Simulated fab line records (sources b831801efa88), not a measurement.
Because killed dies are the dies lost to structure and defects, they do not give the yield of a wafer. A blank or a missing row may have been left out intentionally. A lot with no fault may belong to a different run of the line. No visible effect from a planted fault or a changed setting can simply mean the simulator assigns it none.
Matching of chambers | flow gf180mcu | GF_V1_CMP_04 on cmp-01: 4 sister chambers
The step polishes SiO2. 30 wafers are shown with their chamber, then 12 later ones without.

## WAFERS PAIRED WITH THEIR CHAMBERS
wafer  | chamber | motor_current_A (A) | time_to_endpoint_s (s)
L075.1 | 0       | 11.2                | 78
L075.3 | 2       | 12.8                | 74
L075.5 | 2       | 12.5                | 84
L078.3 | 3       | 11.2                | 79
L078.4 | 1       | 12.0                | 80
L078.5 | 0       | 11.0                | 76
L080.3 | 0       | 11.0                | 80
L080.5 | 2       | 13.1                | 86
L080.6 | 1       | 11.6                | 86
L081.1 | 3       | 10.6                | 77
L081.3 | 1       | 10.9                | 73
L081.6 | 0       | 10.6                | 83
L082.3 | 2       | 12.4                | 73
L082.4 | 1       | 11.8                | 81
L082.5 | 3       | 10.5                | 79
L083.1 | 1       | 11.4                | 82
L083.4 | 3       | 10.4                | 89
L083.6 | 3       | 10.1                | 86
L084.1 | 2       | 12.6                | 82
L084.2 | 1       | 11.5                | 88
L084.6 | 1       | 11.6                | 89
L085.1 | 1       | 11.6                | 80
L085.3 | 3       | 10.8                | 74
L085.6 | 1       | 11.9                | 79
L085.2 | 2       | 12.4                | 71
L085.4 | 0       | 11.6                | 78
L085.5 | 2       | 12.7                | 80
L086.1 | 3       | 10.5                | 81
L086.4 | 0       | 11.5                | 83
L086.6 | 2       | 13.1                | 80

SIGNATURES, as means of the wafers listed above
reading            | chamber 0 | chamber 1 | chamber 2 | chamber 3 | scatter within a chamber
motor_current_A    | 11.150    | 11.589    | 12.700    | 10.586    | 0.327
time_to_endpoint_s | 79.67     | 82.00     | 78.75     | 80.71     | 4.85
Rule: a wafer lies at a distance from a chamber equal to the root of the sum of squares, over the readings, of (its reading less the chamber's mean, divided by the reading's scatter). The wafer belongs to the nearest chamber; if the next one is less than 2 further off, it can't be placed. The scatter: take each reading less its chamber's mean, square it, sum over the shown wafers, divide by the number of wafers less the number of chambers, and take the root.

## WAFERS WHOSE CHAMBER IS MISSING
wafer  | motor_current_A (A) | time_to_endpoint_s (s)
L088.2 | 11.3                | 83
L088.4 | 12.4                | 83
L088.5 | 11.7                | 83
L090.1 | 11.6                | 73
L090.2 | 10.2                | 73
L090.4 | 12.4                | 75
L090.3 | 11.2                | 76
L090.5 | 12.4                | 78
L090.6 | 11.8                | 78
L096.1 | 13.2                | 86
L096.2 | 10.5                | 83
L096.3 | 12.2                | 88

## WHICH CHAMBER EACH ONE RAN IN
wafer  | from the rows above               | in truth
L088.2 | can't be placed: 0 or 1 or 3      | 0
L088.4 | can't be placed: 2 or 1           | 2
L088.5 | can't be placed: 1 or 0           | 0
L090.1 | can't be placed: 1 or 0 or 3 or 2 | 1
L090.2 | can't be placed: 3 or 0           | 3
L090.4 | can't be placed: 2 or 1           | 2
L090.3 | can't be placed: 0 or 1 or 3      | 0
L090.5 | can't be placed: 2 or 1           | 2
L090.6 | can't be placed: 1 or 0 or 2      | 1
L096.1 | 2                                 | 2
L096.2 | can't be placed: 3 or 0           | 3
L096.3 | can't be placed: 1 or 2 or 0      | 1
Correct placement for 1 of the 12. Can't be placed from these rows: 11 (the true chamber is among the candidates in 11). Wrongly placed: 0.
